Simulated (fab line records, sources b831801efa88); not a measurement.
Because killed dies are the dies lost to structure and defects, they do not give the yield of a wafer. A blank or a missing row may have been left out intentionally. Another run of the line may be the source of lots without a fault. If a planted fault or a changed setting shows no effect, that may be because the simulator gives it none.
Comparing a struck lot with a sound one ; flow sky130 ; 15 out of 708 route steps
Sound: these wafers, L279.3, L279.5, L279.6. Struck: wafer L284.4 (L284.2, L284.6, from the same lot, were not struck and are left out); the cause is given at the end.
For every step that has rows: the tool of each side, followed by ch and its chambers, followed by its first start. Under that, the readings that differ: sound wafers ; struck wafers ; difference of the means ; sigmas: that difference in standard deviations of wafers without a fault.
alike: readings whose means differ by less than 2 such deviations, and words and numbers that are the same on both sides. not compared: withheld readings, readings that some wafer has no value for, bounds like >300 that may hide the same value, and numbers for which the record gives no deviation and whose values overlap.
The two part at a step that has a row with sigmas, a row that says differs or no value, or rows on one side only. When numbers do not overlap yet have no deviation, they are printed without sigmas and do not part them. A reading missing from all wafers of one side parts the sides only when that side holds two or more wafers.

SKY_VIA2_ETCH_14: etches BARC in N2/H2, stops on SiO2, time 45.9 s, target depth 60 nm.
  sound on rie_diel-02 ch 2,3, day 37 23:40; struck on rie_diel-04 ch 3, day 39 12:46
  alike: drypump_motor_current_A, oes_product_au, rf_fwd_power_W, throttle_valve_pct
  not compared: rf_hours_counter_h
SKY_VIA2_ETCH_15: etches SiO2 in C4F8/O2/Ar, stops on TiN, target depth 546 nm, time 84 s.
  sound on rie_diel-02 ch 2,3, day 37 23:42; struck on rie_diel-04 ch 3, day 39 12:48
  alike: oes_product_au, rf_fwd_power_W
  not compared: rf_hours_counter_h
SKY_VIA2_STRIP_16: strips in O2/N2.
  sound on plasma_asher-01 ch 0,1, day 37 23:48; struck on plasma_asher-02 ch 0, day 39 12:52
reading;sound;struck;difference;sigmas
drypump_motor_current_A (A);5.29 5.30 5.74;6.13;+0.69;+2
  alike: oes_product_au, strip_time_to_endpoint_s
  not compared: rf_hours_counter_h
then, 3 steps without rows for these wafers: SKY_VIA2_STRIP_17 (strips in post etch residue remover, time 1200 s); SKY_VIA2_CLEAN_18 (cleans in IPA, time 180 s); SKY_VIA2_CLEAN_19 (cleans in O3/DIW).
SKY_VIA2_SPUTTER_20: material TiN, target thk 20 nm, time 80 s.
  sound on pvd_sputter-02 at day 38 00:22; struck on pvd_sputter-03 at day 39 13:34
  alike: cathode_dc_power_W, chamber_pressure_pa, throttle_valve_pct
then, 1 step without rows for these wafers: SKY_VIA2_CVD_21 (deposits W, target thk 420 nm, time 126.4 s).
SKY_VIA2_RS_MEAS_22: a four-point-probe measurement.
  sound on film_metro-03 at day 38 00:35; struck on film_metro-04 at day 39 13:46
  alike: VIA2_W_RS
SKY_VIA2_THK_MEAS_23: measures by xrf.
  sound on film_metro-03 at day 38 00:41; struck on film_metro-04 at day 39 13:53
  alike: VIA2_W_THK
then, 2 steps without rows for these wafers: SKY_VIA2_CMP_24 (polishes, stops on SiO2, t overpolish 20 s, target thk 0 nm); SKY_METAL3_SPUTTER_00 (material Ti, target thk 15 nm, time 10 s).
SKY_METAL3_SPUTTER_01: material TiN, target thk 20 nm, time 16.7 s.
  sound on pvd_sputter-04 at day 38 01:03; struck on pvd_sputter-01 at day 39 14:19
reading;sound;struck;difference;sigmas
chamber_pressure_pa (Pa);0.3981 0.3989 0.3995;0.5119;+0.1131;+99 or more
throttle_valve_pct (%);28.5 28.6 31.6;26.3;-3.3;-3
model.TiN_of_METAL3_SPUTTER_01.thk_nm (nm);20.3 20.16 20.28;18.88;-1.37;
  alike: cathode_dc_power_W
SKY_METAL3_SPUTTER_02: material AlCu, target thk 735 nm, time 39.1 s.
  sound on pvd_sputter-04 at day 38 01:04; struck on pvd_sputter-01 at day 39 14:20
  alike: cathode_dc_power_W, chamber_pressure_pa, throttle_valve_pct
SKY_PAD_OPEN_PROBE_99:
  sound wafers here have rows in the record (prober-02, day 47 02:44); struck ones have none

## WHERE THEY PART
At SKY_VIA2_STRIP_16 first; at SKY_PAD_OPEN_PROBE_99 last (within this record only).

WHY: the cause the simulator had injected
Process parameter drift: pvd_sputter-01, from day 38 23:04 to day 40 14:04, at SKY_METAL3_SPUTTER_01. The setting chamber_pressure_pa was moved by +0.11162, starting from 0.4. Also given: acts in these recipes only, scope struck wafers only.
